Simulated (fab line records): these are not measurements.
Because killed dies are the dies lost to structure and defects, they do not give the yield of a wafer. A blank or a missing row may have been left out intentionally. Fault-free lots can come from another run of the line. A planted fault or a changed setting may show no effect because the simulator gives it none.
One fault seen from 2 desks :: flow gf180mcu :: each desk holds nothing but its own numbers, with what lay behind them at the end

## THE TOOL OWNER'S DESK: pvdSputter-04
The tool's own readings at GF_MIM_SPUTTER_08 (material AlCu, target thk 200 nm, time 10.6 s): means of the sampled wafers that have a number, for each lot that ran on this tool. If a lot's mean is further than 4 standard deviations from the usual mean, the lot is out of limits and carries the mark OUT (the distance appears in the brackets).
Columns: A = cathodeDcPowerW at GF_MIM_SPUTTER_08, usual 10600 W; B = chamberPressurePa at GF_MIM_SPUTTER_08, usual 0.4001 Pa; C = throttleValvePct at GF_MIM_SPUTTER_08, usual 30.2 %
lot: L793
first seen here: day 28 06:21
A: 10600
B: 0.4001
C: 30.1

lot: L795
first seen here: day 29 02:20
A: 10598
B: 0.3996
C: 30.4

lot: L796
first seen here: day 29 18:40
A: 10601
B: 0.3997
C: 30.1

lot: L800
first seen here: day 30 17:27
A: 10956 (+99 or more) OUT
B: 0.3997
C: 30.4
Finding of this desk: L800 out of limits; the first was L800 at day 30 17:27, on cathodeDcPowerW at GF_MIM_SPUTTER_08. In limits: L793, L795, L796.

## FROM THE METROLOGY DESK
Means of the sampled wafers that have a number, per lot and without regard to the tool the lot ran on: this is what the gauges read. If a lot's mean is further than 4 standard deviations from the usual mean, the lot is out of limits and carries the mark OUT (the distance appears in the brackets).
Columns: A = V4_CVD_02_THK at GF_V4_THK_MEAS_03, usual 852 nm; B = V4_OVL at GF_V4_OVL_MEAS_15, usual 4 nm; C = MIM_ALCU_RS at GF_MIM_RS_MEAS_10, usual 0.1600 ohm/sq; D = MIM_ALCU_THK at GF_MIM_THK_MEAS_11, usual 197.0 nm
lot: L781
first seen here: day 23 08:50
A: 847
B: 1
C: 0.1586
D: 196.7

lot: L782
first seen here: day 24 00:36
A: 851
B: 20
C: 0.1596
D: 197.4

lot: L784
first seen here: day 24 10:55
A: 867
B: 3
C: 0.1582
D: 198.8

lot: L785
first seen here: day 24 23:11
A: 866
B: 3
C: 0.1593
D: 198.0

lot: L787
first seen here: day 25 20:31
A: 846
B: 4
C: 0.1611
D: 198.6

lot: L792
first seen here: day 27 05:22
A: 844
B: 9
C: 0.1598
D: 198.6

lot: L793
first seen here: day 27 08:17
A: 852
B: 5
C: 0.1606
D: 196.9

lot: L795
first seen here: day 28 04:44
A: 866
B: 0
C: 0.1609
D: 195.6

lot: L796
first seen here: day 28 21:35
A: 861
B: -4
C: 0.1593
D: 197.7

lot: L800
first seen here: day 29 20:50
A: 854
B: 6
C: 0.1555
D: 201.3
This desk's verdict: no lot among the 10 shows anything out of limits.

## ALL TOGETHER
On L800, at day 30 17:27, an alarm was possible from the tool owner's desk.
At the metrology desk, nothing out of limits was observed.
The metrology desk has L800 on record, within its limits.
The lots listed all ran GF_MIM_SPUTTER_08 on pvdSputter-04.

## WHAT WAS PUT IN BY THE SIMULATOR
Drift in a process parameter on pvdSputter-04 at GF_MIM_SPUTTER_08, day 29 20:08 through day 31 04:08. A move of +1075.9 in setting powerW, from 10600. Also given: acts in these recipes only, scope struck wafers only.
Struck lots among those shown: L800.
Each desk's first reading out of limits, in hours after the fault started: the tool owner's desk, 21.
